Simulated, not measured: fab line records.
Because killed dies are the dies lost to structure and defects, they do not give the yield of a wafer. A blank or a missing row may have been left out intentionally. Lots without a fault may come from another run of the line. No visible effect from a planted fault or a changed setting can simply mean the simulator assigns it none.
What tool caused it? ; flow sky130 ; 12 lots with 36 wafers sampled at 4 steps, on a route of 708 steps

== WHAT EACH GAUGE READ, for each wafer ==
SKY_METAL2_RS_MEAS_05: measurement is done with a four-point probe.
lot;measured;on;METAL2_ALCU_RS (ohm/sq)
L835;day 34 10:37;film_metro-02;0.1275 0.1261 0.1281
L837;day 35 04:42;film_metro-01;0.1291 0.1281 0.1267
L836;day 35 05:10;film_metro-01;0.1269 0.1275 0.1282
L838;day 35 15:58;film_metro-01;0.1270 0.1282 0.1274
L839;day 35 22:45;film_metro-01;0.1245 0.1259 0.1244
L840;day 36 03:11;film_metro-01;0.1279 0.1276 0.1276
L841;day 36 10:02;film_metro-03;0.1257 0.1271 0.1255
L845;day 37 11:25;film_metro-02;0.1256 0.1276 0.1271
L851;day 39 09:20;film_metro-01;0.1282 0.1264 0.1269
L852;day 40 03:07;film_metro-01;0.1249 0.1269 0.1257
L853;day 40 06:20;film_metro-03;0.1274 0.1275 0.1290
L856;day 41 10:14;film_metro-01;0.1280 0.1249 0.1282

SKY_METAL2_CD_MEAS_15 targets a cd of 140 nm.
lot;measured;on;cd_nm (nm)
L835;day 35 12:50;cd_sem-01;140.3 141.6 140.8
L837;day 36 07:26;cd_sem-01;140.3 140.6 138.5
L836;day 36 08:02;cd_sem-02;137.2 139.7 137.7
L838;day 36 18:43;cd_sem-01;142.0 140.1 139.3
L839;day 37 01:20;cd_sem-02;138.5 138.0 138.6
L840;day 37 05:50;cd_sem-01;141.0 141.7 141.3
L841;day 37 11:44;cd_sem-02;139.9 138.0 139.3
L845;day 38 13:29;cd_sem-02;141.1 141.4 141.2
L851;day 40 11:09;cd_sem-01;141.8 141.1 141.1
L852;day 41 03:40;cd_sem-01;142.5 143.2 142.4
L853;day 41 07:43;cd_sem-02;138.9 139.3 139.4
L856;day 42 11:25;cd_sem-01;136.2 138.1 137.0

== EACH LOT AND THE TOOL THAT RAN IT (in order: tool; ch and the chambers of the sampled wafers; start) ==
lot;SKY_METAL2_SPUTTER_01;SKY_METAL2_SPUTTER_03
L835;pvd_sputter-04, day 34 10:27;pvd_sputter-04, day 34 10:30
L837;pvd_sputter-03, day 35 04:35;pvd_sputter-03, day 35 04:38
L836;pvd_sputter-02, day 35 05:03;pvd_sputter-02, day 35 05:06
L838;pvd_sputter-03, day 35 15:49;pvd_sputter-03, day 35 15:52
L839;pvd_sputter-03, day 35 22:38;pvd_sputter-03, day 35 22:41
L840;pvd_sputter-04, day 36 03:05;pvd_sputter-04, day 36 03:08
L841;pvd_sputter-03, day 36 09:52;pvd_sputter-03, day 36 09:55
L845;pvd_sputter-04, day 37 11:17;pvd_sputter-04, day 37 11:20
L851;pvd_sputter-03, day 39 09:13;pvd_sputter-03, day 39 09:16
L852;pvd_sputter-03, day 40 03:00;pvd_sputter-03, day 40 03:03
L853;pvd_sputter-04, day 40 06:13;pvd_sputter-04, day 40 06:16
L856;pvd_sputter-04, day 41 10:07;pvd_sputter-04, day 41 10:10
- SKY_METAL2_SPUTTER_01: material TiN, target thk 20 nm, time 16.7 s.
- SKY_METAL2_SPUTTER_03: material Ti, target thk 5 nm, time 3.3 s.

== WHAT THE TOOLS THEMSELVES READ (means of the sampled wafers that have a number; where no wafer has one, the mark that the record gives instead) ==
SKY_METAL2_SPUTTER_01.
lot;tool;cathode_dc_power_W (W);chamber_pressure_pa (Pa);throttle_valve_pct (%)
L835;pvd_sputter-04;6499.8;0.3992;29.5
L837;pvd_sputter-03;6499.8;0.4006;29.9
L836;pvd_sputter-02;6500.3;0.4004;30.2
L838;pvd_sputter-03;6500.6;0.4004;30.4
L839;pvd_sputter-03;6499.5;0.4010;30.1
L840;pvd_sputter-04;6500.4;0.4000;29.3
L841;pvd_sputter-03;6501.5;0.4006;30.9
L845;pvd_sputter-04;6500.0;0.3993;29.7
L851;pvd_sputter-03;6500.4;0.4001;30.6
L852;pvd_sputter-03;6499.4;0.3999;30.5
L853;pvd_sputter-04;6499.3;0.4002;29.9
L856;pvd_sputter-04;6501.0;0.4007;29.4

SKY_METAL2_SPUTTER_03.
lot;tool;cathode_dc_power_W (W);chamber_pressure_pa (Pa);throttle_valve_pct (%)
L835;pvd_sputter-04;2999.8;0.4004;29.5
L837;pvd_sputter-03;2999.6;0.4013;29.9
L836;pvd_sputter-02;3000.2;0.3992;30.2
L838;pvd_sputter-03;2999.9;0.3991;30.5
L839;pvd_sputter-03;2999.8;0.4005;30.1
L840;pvd_sputter-04;-;-;-
L841;pvd_sputter-03;-;-;-
L845;pvd_sputter-04;2999.9;0.4001;29.8
L851;pvd_sputter-03;2999.7;0.4005;30.5
L852;pvd_sputter-03;2999.6;0.4001;30.7
L853;pvd_sputter-04;3000.2;0.4005;30.2
L856;pvd_sputter-04;2999.6;0.3998;29.4

== THE ANSWER, worked out from the rows above alone ==
Rule: what is usual is taken from the lots themselves. Put in order of their means at a reading, lots are off if they are a third of the lots or fewer, leave a main group of 4 or more, and stand apart from it by a gap of 3 or more times the standard deviation of the main group's means; of several such gaps the widest counts. Not used: any main group whose means are identical at the precision the tables above print for the reading. Also off: a lot with no number at a reading for which 4 or more lots have one. All remaining lots with rows at the step are treated as sound. First the gauges in route order, then the tools' own readings, where a lot's mean is used as printed above. The first step at which some lot is off is used, and at that step the reading that is off furthest; a lot without a number counts as furthest.
Off at SKY_METAL2_SPUTTER_03 (cathode_dc_power_W): L840, L841. Without a number there: L840, L841. Mean 2999.8 W and standard deviation 0.21 in the main group.
If a tool, at that step or one of the process steps before it, ran each lot that is off and ran no sound lot following the first of them, it fits. Of those tried, none fits.

== WHAT THE SIMULATOR HAD INSERTED ==
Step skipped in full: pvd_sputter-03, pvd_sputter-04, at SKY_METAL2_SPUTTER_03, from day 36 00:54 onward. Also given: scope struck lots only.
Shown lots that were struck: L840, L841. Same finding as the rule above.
